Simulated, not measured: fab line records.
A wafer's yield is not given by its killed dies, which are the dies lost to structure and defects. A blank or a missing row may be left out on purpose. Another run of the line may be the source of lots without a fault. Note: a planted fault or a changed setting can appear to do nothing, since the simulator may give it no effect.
Chamber matching + flow sky130 + pecvd-04 running SKY_PASSIVATION_CVD_02: 3 sister chambers
The step deposits Si3N4, target thk 540 nm. 3 wafers are shown with their chamber, then 10 later ones without.

WAFERS WITH THEIR CHAMBER
| wafer  | chamber | heaterPowerW (W) |
|--------|---------|------------------|
| L084.3 | 2       | 598              |
| L084.4 | 1       | 754              |
| L086.4 | 0       | 1088             |

WAFERS WHOSE CHAMBER IS MISSING
| wafer  | heaterPowerW (W) |
|--------|------------------|
| L086.6 | 744              |
| L090.2 | 624              |
| L090.5 | 785              |
| L090.6 | 637              |
| L094.3 | 691              |
| L094.5 | 646              |
| L094.6 | 757              |
| L096.1 | 816              |
| L096.3 | 614              |
| L096.5 | 992              |

WHICH CHAMBER EACH ONE RAN IN
| wafer  | from the rows above     | in truth |
|--------|-------------------------|----------|
| L086.6 | 1                       | 1        |
| L090.2 | 2                       | 2        |
| L090.5 | 1                       | 1        |
| L090.6 | can't be placed: 2 or 1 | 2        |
| L094.3 | can't be placed: 1 or 2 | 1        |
| L094.5 | can't be placed: 2 or 1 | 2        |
| L094.6 | 1                       | 1        |
| L096.1 | 1                       | 1        |
| L096.3 | 2                       | 2        |
| L096.5 | 0                       | 0        |
Placed correctly: 7 of 10. Unplaceable from these rows: 3, with the true chamber sitting among the candidates in 3. Placed wrongly: 0.
How it was worked out, from the rows above alone: a wafer's distance from a chamber is the root of the sum, over the readings, of the square of ((its reading less the chamber's mean) divided by the reading's scatter). The wafer belongs to the nearest chamber; if the next one is less than 2 further off, it can't be placed. The mean given for a chamber averages the wafers shown for that chamber. The scatter: with one shown wafer a chamber, the root of the mean of the squares of how far each hidden wafer lies from its nearest shown one.
